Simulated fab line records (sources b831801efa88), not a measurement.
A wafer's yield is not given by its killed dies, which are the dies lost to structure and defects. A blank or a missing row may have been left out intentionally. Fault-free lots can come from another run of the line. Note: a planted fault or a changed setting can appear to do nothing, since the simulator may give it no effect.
Comparing a struck lot with a sound one | flow sky130 | 25 steps out of a route of 708
Sound: the wafers L296.1, L296.2, L296.3. The struck wafers were L311.2, L311.4, L311.6. Last of all comes the cause.
Per side, at each step with rows, come the tool, then ch with its chambers, and then its first start. Under that, the readings that differ: sound wafers | struck wafers | difference of the means | sigmas: that difference in standard deviations of wafers without a fault.
alike: readings with means less than 2 such deviations apart, plus words and numbers identical on both sides. not compared: withheld readings, readings lacking a value on some wafer, bounds such as >300 that could conceal the same value, and numbers that have no deviation in the record and whose values overlap.
Wherever a step has rows on one side only, a row that says differs or no value, or a row with sigmas, the two part there. When numbers do not overlap yet have no deviation, they are printed without sigmas and do not part them. A reading missing from all wafers of one side parts the sides only when that side holds two or more wafers.

SKY_NWELL_RS_MEAS_31: a four-point-probe measurement.
  struck on film metro-04, day 10 01:20; sound on film metro-02, day 5 22:26
  alike: PWDE_RS
then, 7 steps without rows for these wafers: SKY_VT_ADJUST_HVTP_DEHYDRATE_00 (time 60 s); SKY_VT_ADJUST_HVTP_HMDS_01 (prime time 60 s); SKY_VT_ADJUST_HVTP_COAT_02 (resist thk 1140 nm); SKY_VT_ADJUST_HVTP_SOFTBAKE_03 (time 60 s); SKY_VT_ADJUST_HVTP_EXPOSE_04 (exposes mask HVTPM, target cd 380 nm); SKY_VT_ADJUST_HVTP_PEB_05; SKY_VT_ADJUST_HVTP_DEVELOP_06 (develop time 60 s).
SKY_VT_ADJUST_HVTP_CD_MEAS_07 targets a cd of 380 nm.
  struck on cd sem-02, day 10 23:59; sound on cd sem-02, day 6 16:55
  alike: cd nm
SKY_VT_ADJUST_HVTP_OVL_MEAS_08:
  struck on overlay-02, day 11 00:06; sound on overlay-02, day 6 17:02
  reading                 | sound       | struck        | difference | sigmas
  VT_ADJUST_HVTP_OVL (nm) | 1.8 2.5 2.9 | -3.7 0.7 -0.3 | -3.5       | -2
after that, 1 step had no rows for these wafers: SKY_VT_ADJUST_HVTP_IMPLANT_09.
SKY_VT_ADJUST_HVTP_STRIP_10: strips in O2/N2.
  sound on plasma asher-01 ch 0,1, day 6 17:13; struck on plasma asher-01 ch 1, day 11 00:17
  reading                                             | sound             | struck            | difference                    | sigmas
  oes product au (a.u.)                               | 0.721 0.715 0.718 | 0.906 0.919 0.921 | +0.197                        | +49
  strip time to endpoint s (s)                        | 14.16 14.22 14.23 | - - -             | no value on the struck wafers |
  model.NOVOLAK_of_VT_ADJUST_HVTP_COAT_02.thk nm (nm) | 0 0 0             | 605.4 606.2 604.2 | +605.3                        |
  alike: drypump motor current A
  not compared: rf hours counter h
SKY_VT_ADJUST_HVTP_TW_MEAS_11:
  struck on film metro-04, day 11 00:23; sound on film metro-03, day 6 17:19
  alike: VT_ADJUST_HVTP_TW
then, 7 steps without rows for these wafers: SKY_VT_ADJUST_LVTN_DEHYDRATE_00 (time 60 s); SKY_VT_ADJUST_LVTN_HMDS_01 (prime time 60 s); SKY_VT_ADJUST_LVTN_COAT_02 (resist thk 3000 nm); SKY_VT_ADJUST_LVTN_SOFTBAKE_03; SKY_VT_ADJUST_LVTN_EXPOSE_04 (exposes mask NWM COMPLEMENT LESS NATIVE, target cd 840 nm); SKY_VT_ADJUST_LVTN_PEB_05; SKY_VT_ADJUST_LVTN_DEVELOP_06 (develop time 60 s).
SKY_VT_ADJUST_LVTN_OVL_MEAS_07:
  struck on overlay-02, day 11 23:50; sound on overlay-02, day 7 12:50
  alike: VT_ADJUST_LVTN_OVL
after that, 1 step had no rows for these wafers: SKY_VT_ADJUST_LVTN_IMPLANT_08.
SKY_VT_ADJUST_LVTN_STRIP_09: strips in O2/N2.
  sound on plasma asher-04 ch 0,1, day 7 13:01; struck on plasma asher-03 ch 0,1, day 12 00:01
  reading                      | sound             | struck            | difference | sigmas
  oes product au (a.u.)        | 0.711 0.724 0.715 | 0.731 0.726 0.730 | +0.012     | +2
  strip time to endpoint s (s) | 36.89 36.86 36.91 | 45.86 45.86 45.83 | +8.96      | +90
  alike: drypump motor current A
  not compared: rf hours counter h
SKY_VT_ADJUST_LVTN_TW_MEAS_10:
  struck on film metro-01, day 12 00:08; sound on film metro-02, day 7 13:07
  reading           | sound             | struck         | difference | sigmas
  VT_ADJUST_LVTN_TW | 242.4 241.4 240.9 | 30.3 30.4 30.4 | -211.2     | -99 or more
then, 1 step without rows for these wafers: SKY_VT_ADJUST_LVTN_DEHYDRATE_11 (time 60 s).

== WHERE THEY PART ==
First at SKY_VT_ADJUST_HVTP_OVL_MEAS_08; last, within this record, at SKY_VT_ADJUST_LVTN_TW_MEAS_10.

WHY: the cause the simulator had injected
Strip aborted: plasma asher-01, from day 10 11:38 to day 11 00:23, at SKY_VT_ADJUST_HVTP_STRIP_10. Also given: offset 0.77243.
